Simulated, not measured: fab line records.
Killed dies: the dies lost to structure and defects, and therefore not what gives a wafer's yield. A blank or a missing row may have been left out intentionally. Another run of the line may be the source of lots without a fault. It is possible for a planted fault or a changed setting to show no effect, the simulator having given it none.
Code-filled problem report in 8D (eight disciplines) form | flow gf180mcu | the parts of the form that need people (team, actions taken, sign-off) are left out

== 1. WHAT IS WRONG ==
At GF_PSD_DEVELOP_06, developer_temp_C averages 25.33 C over 6 wafers from 2 lots, while fault-free wafers read 23.00 C, standard deviation 0.1. That puts it +23 standard deviations away from the usual mean.
The step: develop time 60 s.
The first sign was on wafer L553.2 at day 21 13:56, on litho_track-04. Wafers with a number at this step in the record: 18, from 6 lots. The rule behind "out" and "out of limits": a value lying over 4 standard deviations away from the usual mean. The other wafers with a number count as sound.

== 2. WHAT IT IS, WHAT IT ISN'T ==
question                    | is                     | is not
which readings at this step | developer_temp_C       | -
which lots                  | L553, L555             | L536, L537, L538, L557
which wafers of those lots  | all that have a number | -
read on which tools         | litho_track-04         | litho_track-02, litho_track-03
when                        | from day 21 13:56      | up to then (9 sound wafers); but 3 sound wafers of L557 came after

== 3. SUSPECTS, AND WHAT RULES EACH OUT ==
Counting: a tool stays on the suspect list if, at a process step up to the reading, it processed all lots that are out and no sound lot following the first of them.
- litho_track-04 at GF_PSD_DEVELOP_06 (develop time 60 s): kept. All lots that are out passed through it, beginning with L553 at day 21 13:56, and no sound lot followed; its final sound lot before that point was L537 at day 15 17:06. On those wafers its own readings are out: developer_temp_C.
Remaining after the count: litho_track-04 at GF_PSD_DEVELOP_06.

== 4. THE CAUSE (what the simulator had put in) ==
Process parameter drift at GF_PSD_DEVELOP_06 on litho_track-04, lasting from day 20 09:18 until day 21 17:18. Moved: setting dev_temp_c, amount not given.
After counting, this tool was the only one left.

== 5. THE EFFECT CHAIN, in route order ==
Each row: a reading whose mean over the struck wafers that have a number lies more than 3 standard deviations from the usual. Readings are gone through only where the record gives a usual standard deviation; hours: the median, over the lots, of the time from a lot's start at the first step in this table giving one to that lot's start at this step; sigmas: the change measured in usual standard deviations.
hours | step              | reading          | usual   | on struck wafers | change | sigmas
0     | GF_PSD_DEVELOP_06 | developer_temp_C | 23.00 C | 25.33            | +2.33  | +23
The process steps in it:
- GF_PSD_DEVELOP_06: develop time 60 s.
Later measuring or inspecting steps at which every struck wafer that the step has a row for has a number for every such reading, and none has moved that far: GF_PSD_CD_MEAS_07.

== 6. WHAT WOULD HAVE CAUGHT IT SOONER ==
First out-of-limits reading in this record: day 21 13:56, which is 29 hours after fault onset at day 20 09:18.
